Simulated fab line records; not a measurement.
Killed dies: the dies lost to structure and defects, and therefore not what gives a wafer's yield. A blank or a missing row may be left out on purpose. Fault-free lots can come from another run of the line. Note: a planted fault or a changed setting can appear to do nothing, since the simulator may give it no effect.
Chamber matching || flow sky130 || cmp-01 running SKY_VIA4_CMP_21: 4 sister chambers
The step polishes, stops on SiO2, t overpolish 25 s, target thk 0 nm. 4 wafers are shown with their chamber, then 6 later ones without.

## EACH WAFER AND ITS CHAMBER
{"wafer": "L777.3", "chamber": 3, "motorCurrentA (A)": 11.0}
{"wafer": "L777.5", "chamber": 0, "motorCurrentA (A)": 12.0}
{"wafer": "L779.5", "chamber": 1, "motorCurrentA (A)": 8.2}
{"wafer": "L779.6", "chamber": 2, "motorCurrentA (A)": 12.5}

## WAFERS MISSING THEIR CHAMBER
{"wafer": "L780.2", "motorCurrentA (A)": 8.8}
{"wafer": "L780.3", "motorCurrentA (A)": 12.2}
{"wafer": "L780.4", "motorCurrentA (A)": 10.9}
{"wafer": "L782.1", "motorCurrentA (A)": 13.2}
{"wafer": "L782.3", "motorCurrentA (A)": 8.5}
{"wafer": "L782.5", "motorCurrentA (A)": 12.2}

## WHICH CHAMBER EACH WENT THROUGH
{"wafer": "L780.2", "from the rows above": 1, "in truth": 1}
{"wafer": "L780.3", "from the rows above": "can't be placed: 0 or 2", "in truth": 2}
{"wafer": "L780.4", "from the rows above": 3, "in truth": 3}
{"wafer": "L782.1", "from the rows above": "can't be placed: 2 or 0", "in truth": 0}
{"wafer": "L782.3", "from the rows above": 1, "in truth": 1}
{"wafer": "L782.5", "from the rows above": "can't be placed: 0 or 2", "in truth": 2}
3 of 6 placed correctly. Cannot be placed on the basis of these rows: 3; the candidates contain the true chamber in 3. 0 placed wrongly.
How it was worked out, from the rows above alone: a wafer's distance from a chamber is the root of the sum, over the readings, of the square of ((its reading less the chamber's mean) divided by the reading's scatter). If the next closest chamber is less than 2 further off than the closest, the wafer can't be placed; otherwise it belongs to the closest. For every chamber, the mean is computed from those of its wafers that are shown. The scatter (one wafer shown for each chamber): square how far every hidden wafer sits from the nearest shown wafer, average those squares and take the square root.
